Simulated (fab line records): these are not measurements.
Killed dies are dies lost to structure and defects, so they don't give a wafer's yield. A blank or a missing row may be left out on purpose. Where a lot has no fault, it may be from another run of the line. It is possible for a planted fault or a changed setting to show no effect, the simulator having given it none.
Chamber matching | flow gf180mcu | GF_POLY_GATE_ETCH_13 on rie_si-02 has 4 sister chambers
The step etches poly-Si in HBr/Cl2, stops on SiO2, target depth 198.5 nm, time 69.6 s. 4 wafers are shown with their chamber, then 7 later ones without.

== EACH WAFER AND ITS CHAMBER ==
wafer  | chamber | HBr_flow_sccm (sccm)
L194.1 | 3       | 149.6
L194.3 | 1       | 150.5
L199.1 | 0       | 149.4
L199.3 | 2       | 150.0

== WAFERS WITHOUT THEIR CHAMBER ==
wafer  | HBr_flow_sccm (sccm)
L199.4 | 149.9
L201.1 | 149.6
L201.3 | 149.6
L201.6 | 150.2
L206.1 | 150.1
L206.4 | 150.1
L206.5 | 150.3

== WHICH CHAMBER EACH ONE RAN IN ==
wafer  | from the rows above     | in truth
L199.4 | can't be placed: 2 or 3 | 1
L201.1 | can't be placed: 3 or 0 | 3
L201.3 | can't be placed: 3 or 0 | 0
L201.6 | can't be placed: 2 or 1 | 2
L206.1 | 2                       | 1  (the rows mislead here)
L206.4 | 2                       | 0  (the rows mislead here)
L206.5 | can't be placed: 1 or 2 | 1
Correct placement for 0 of the 7. Cannot be placed on the basis of these rows: 5; the candidates contain the true chamber in 4. Wrongly placed: 2.
How it was worked out, from the rows above alone: a wafer's distance from a chamber is the root of the sum, over the readings, of the square of ((its reading less the chamber's mean) divided by the reading's scatter). If the next closest chamber is less than 2 further off than the closest, the wafer can't be placed; otherwise it belongs to the closest. For every chamber, the mean is computed from those of its wafers that are shown. The scatter (one wafer shown for each chamber): square how far every hidden wafer sits from the nearest shown wafer, average those squares and take the square root.
